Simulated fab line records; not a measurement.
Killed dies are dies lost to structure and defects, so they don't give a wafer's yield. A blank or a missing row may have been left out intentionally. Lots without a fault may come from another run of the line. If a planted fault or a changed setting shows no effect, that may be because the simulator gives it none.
What tool caused it? / flow gf180mcu / 15 lots with 45 wafers sampled at 5 steps, on a route of 602 steps

== WHAT EACH GAUGE READ, for each wafer ==
GF_HV_LDD_TW_MEAS_23.
lot=L662; measured=day 10 20:13; on=filmMetro-01; HV_LDD_2_TW=1061 1057 1058
lot=L665; measured=day 11 23:22; on=filmMetro-01; HV_LDD_2_TW=1066 1064 1066
lot=L664; measured=day 12 00:32; on=filmMetro-03; HV_LDD_2_TW=1037 1037 1037
lot=L666; measured=day 12 06:49; on=filmMetro-03; HV_LDD_2_TW=1035 1031 1035
lot=L667; measured=day 12 17:03; on=filmMetro-03; HV_LDD_2_TW=1027 1030 1038
lot=L668; measured=day 12 19:11; on=filmMetro-03; HV_LDD_2_TW=1030 1038 1036
lot=L670; measured=day 13 11:59; on=filmMetro-03; HV_LDD_2_TW=1026 1031 1033
lot=L671; measured=day 14 00:27; on=filmMetro-01; HV_LDD_2_TW=1044 1043 1042
lot=L672; measured=day 14 01:01; on=filmMetro-01; HV_LDD_2_TW=1044 1047 1047
lot=L673; measured=day 14 09:25; on=filmMetro-03; HV_LDD_2_TW=1032 1033 1034
lot=L674; measured=day 14 13:48; on=filmMetro-02; HV_LDD_2_TW=1046 1043 1042
lot=L675; measured=day 14 19:46; on=filmMetro-01; HV_LDD_2_TW=1048 1048 1047
lot=L676; measured=day 15 03:50; on=filmMetro-01; HV_LDD_2_TW=1056 1054 1059
lot=L677; measured=day 15 12:49; on=filmMetro-03; HV_LDD_2_TW=1038 1032 1037
lot=L681; measured=day 16 18:04; on=filmMetro-03; HV_LDD_2_TW=1034 1027 1032

GF_HV_LDD_TW_MEAS_50.
lot=L662; measured=day 12 10:57; on=filmMetro-01; HV_LDD_4_TW=572 570 571
lot=L665; measured=day 13 15:22; on=filmMetro-03; HV_LDD_4_TW=560 559 559
lot=L664; measured=day 13 17:14; on=filmMetro-03; HV_LDD_4_TW=559 564 560
lot=L666; measured=day 13 23:30; on=filmMetro-02; HV_LDD_4_TW=572 567 569
lot=L667; measured=day 14 10:01; on=filmMetro-02; HV_LDD_4_TW=566 570 569
lot=L668; measured=day 14 11:57; on=filmMetro-02; HV_LDD_4_TW=571 572 568
lot=L670; measured=day 15 07:06; on=filmMetro-03; HV_LDD_4_TW=562 564 563
lot=L671; measured=day 15 18:59; on=filmMetro-01; HV_LDD_4_TW=572 576 575
lot=L672; measured=day 15 19:07; on=filmMetro-03; HV_LDD_4_TW=565 565 560
lot=L673; measured=day 16 05:31; on=filmMetro-03; HV_LDD_4_TW=697 699 702 700 701 698
lot=L674; measured=day 16 09:34; on=filmMetro-01; HV_LDD_4_TW=709 714 711 709 709 710
lot=L675; measured=day 16 15:35; on=filmMetro-03; HV_LDD_4_TW=564 564 566
lot=L676; measured=day 16 23:28; on=filmMetro-02; HV_LDD_4_TW=708 713 707 709 706 716
lot=L677; measured=day 17 09:44; on=filmMetro-02; HV_LDD_4_TW=567 564 564
lot=L681; measured=day 18 17:10; on=filmMetro-03; HV_LDD_4_TW=563 561 562

GF_PSD_OVL_MEAS_08.
lot=L662; measured=day 14 04:17; on=overlay-02; PSD_OVL (nm)=1.4 1.7 1.7
lot=L665; measured=day 15 12:00; on=overlay-01; PSD_OVL (nm)=1.1 0.4 2.6
lot=L664; measured=day 15 15:45; on=overlay-01; PSD_OVL (nm)=-2.0 -1.3 0.0
lot=L666; measured=day 15 21:44; on=overlay-02; PSD_OVL (nm)=-1.4 0.5 -0.3
lot=L667; measured=day 16 08:04; on=overlay-02; PSD_OVL (nm)=-0.9 1.5 0.7
lot=L668; measured=day 16 08:58; on=overlay-02; PSD_OVL (nm)=0.8 1.5 2.5
lot=L670; measured=day 17 07:25; on=overlay-02; PSD_OVL (nm)=1.7 1.8 1.1
lot=L671; measured=day 17 19:22; on=overlay-02; PSD_OVL (nm)=0.8 1.6 0.2
lot=L672; measured=day 17 19:59; on=overlay-02; PSD_OVL (nm)=0.2 1.8 0.0
lot=L673; measured=day 18 06:47; on=overlay-02; PSD_OVL (nm)=-1.7 0.3 -2.1
lot=L674; measured=day 18 10:11; on=overlay-01; PSD_OVL (nm)=0.3 0.5 -1.1
lot=L675; measured=day 18 17:17; on=overlay-01; PSD_OVL (nm)=1.9 0.9 2.1
lot=L676; measured=day 19 02:47; on=overlay-01; PSD_OVL (nm)=1.5 0.9 -0.7
lot=L677; measured=day 19 12:47; on=overlay-02; PSD_OVL (nm)=-1.6 0.0 -1.2
lot=L681; measured=day 20 22:19; on=overlay-02; PSD_OVL (nm)=-1.9 -0.1 -2.2

== WHICH TOOL RAN EACH LOT (tool, then ch and the chambers of the sampled wafers, then the start) ==
lot=L662; GF_HV_LDD_IMPLANT_48=implanter-04 ch 0, day 12 10:43; GF_HV_LDD_RTA_52=rtpAnneal-02 ch 0, day 12 11:04
lot=L665; GF_HV_LDD_IMPLANT_48=implanter-03 ch 0, day 13 15:10; GF_HV_LDD_RTA_52=rtpAnneal-02 ch 0, day 13 15:29
lot=L664; GF_HV_LDD_IMPLANT_48=implanter-02 ch 0, day 13 17:01; GF_HV_LDD_RTA_52=rtpAnneal-01 ch 0, day 13 17:22
lot=L666; GF_HV_LDD_IMPLANT_48=implanter-02 ch 0, day 13 23:15; GF_HV_LDD_RTA_52=rtpAnneal-02 ch 0, day 13 23:37
lot=L667; GF_HV_LDD_IMPLANT_48=implanter-03 ch 0, day 14 09:46; GF_HV_LDD_RTA_52=rtpAnneal-02 ch 0, day 14 10:07
lot=L668; GF_HV_LDD_IMPLANT_48=implanter-02 ch 0, day 14 11:42; GF_HV_LDD_RTA_52=rtpAnneal-01 ch 0, day 14 12:07
lot=L670; GF_HV_LDD_IMPLANT_48=implanter-03 ch 0, day 15 06:52; GF_HV_LDD_RTA_52=rtpAnneal-01 ch 0, day 15 07:13
lot=L671; GF_HV_LDD_IMPLANT_48=implanter-03 ch 0, day 15 18:44; GF_HV_LDD_RTA_52=rtpAnneal-02 ch 0, day 15 19:07
lot=L672; GF_HV_LDD_IMPLANT_48=implanter-02 ch 0, day 15 18:52; GF_HV_LDD_RTA_52=rtpAnneal-01 ch 0, day 15 19:14
lot=L673; GF_HV_LDD_IMPLANT_48=implanter-04 ch 0, day 16 04:56; GF_HV_LDD_RTA_52=rtpAnneal-01 ch 0, day 16 08:58
lot=L674; GF_HV_LDD_IMPLANT_48=implanter-02 ch 0, day 16 08:56; GF_HV_LDD_RTA_52=rtpAnneal-01 ch 0, day 16 15:46
lot=L675; GF_HV_LDD_IMPLANT_48=implanter-04 ch 0, day 16 15:20; GF_HV_LDD_RTA_52=rtpAnneal-01 ch 0, day 16 15:42
lot=L676; GF_HV_LDD_IMPLANT_48=implanter-04 ch 0, day 16 22:53; GF_HV_LDD_RTA_52=rtpAnneal-01 ch 0, day 17 02:01
lot=L677; GF_HV_LDD_IMPLANT_48=implanter-03 ch 0, day 17 09:29; GF_HV_LDD_RTA_52=rtpAnneal-01 ch 0, day 17 09:52
lot=L681; GF_HV_LDD_IMPLANT_48=implanter-02 ch 0, day 18 16:58; GF_HV_LDD_RTA_52=rtpAnneal-01 ch 0, day 18 17:17
- GF_HV_LDD_IMPLANT_48
- GF_HV_LDD_RTA_52: time 10 s.

== AS READ BY THE TOOLS THEMSELVES (means over the sampled wafers that have a number; for cases with no such wafer, the mark the record gives instead) ==
GF_HV_LDD_RTA_52.
lot=L662; tool=rtpAnneal-02; lampPowerPct (%)=31.1; wafer_temp_C_max=1003.0
lot=L665; tool=rtpAnneal-02; lampPowerPct (%)=31.0; wafer_temp_C_max=1002.6
lot=L664; tool=rtpAnneal-01; lampPowerPct (%)=29.5; wafer_temp_C_max=1004.2
lot=L666; tool=rtpAnneal-02; lampPowerPct (%)=31.0; wafer_temp_C_max=1003.2
lot=L667; tool=rtpAnneal-02; lampPowerPct (%)=31.1; wafer_temp_C_max=1003.4
lot=L668; tool=rtpAnneal-01; lampPowerPct (%)=29.4; wafer_temp_C_max=1005.0
lot=L670; tool=rtpAnneal-01; lampPowerPct (%)=29.4; wafer_temp_C_max=1004.8
lot=L671; tool=rtpAnneal-02; lampPowerPct (%)=31.0; wafer_temp_C_max=1003.5
lot=L672; tool=rtpAnneal-01; lampPowerPct (%)=29.4; wafer_temp_C_max=1004.0
lot=L673; tool=rtpAnneal-01; lampPowerPct (%)=29.4; wafer_temp_C_max=1004.7
lot=L674; tool=rtpAnneal-01; lampPowerPct (%)=29.4; wafer_temp_C_max=1004.2
lot=L675; tool=rtpAnneal-01; lampPowerPct (%)=29.4; wafer_temp_C_max=1005.7
lot=L676; tool=rtpAnneal-01; lampPowerPct (%)=29.4; wafer_temp_C_max=1004.1
lot=L677; tool=rtpAnneal-01; lampPowerPct (%)=29.4; wafer_temp_C_max=1005.6
lot=L681; tool=rtpAnneal-01; lampPowerPct (%)=29.4; wafer_temp_C_max=1004.2

== THE ANSWER, worked out from the rows above alone ==
Rule: the lots themselves supply what counts as usual. Put in order of their means at a reading, lots are off if they are a third of the lots or fewer, leave a main group of 4 or more, and stand apart from it by a gap of 3 or more times the standard deviation of the main group's means; of several such gaps the widest counts. A main group is skipped when, at the precision printed for the reading in the tables above, its means are all equal. A lot without any number at a reading at which 4 lots or more have one is off too. All remaining lots with rows at the step are treated as sound. Order of review: gauges by route order, followed by the tools' own readings, for which a lot's mean as printed above is used. At the first step where some lot is off, the reading lying furthest off is the one used; lots without a number count as furthest.
Off: L673, L674, L676, at GF_HV_LDD_TW_MEAS_50 (HV_LDD_4_TW). For the main group the mean is 566 and the standard deviation 4.4.
If a tool, at a process step before that reading, ran all the lots that are off and no sound lot after the first of them, it fits. Those tools and the gauges at GF_HV_LDD_TW_MEAS_50 are tried in the same way. Of those tried, none fits.

== WHAT THE SIMULATOR PUT IN ==
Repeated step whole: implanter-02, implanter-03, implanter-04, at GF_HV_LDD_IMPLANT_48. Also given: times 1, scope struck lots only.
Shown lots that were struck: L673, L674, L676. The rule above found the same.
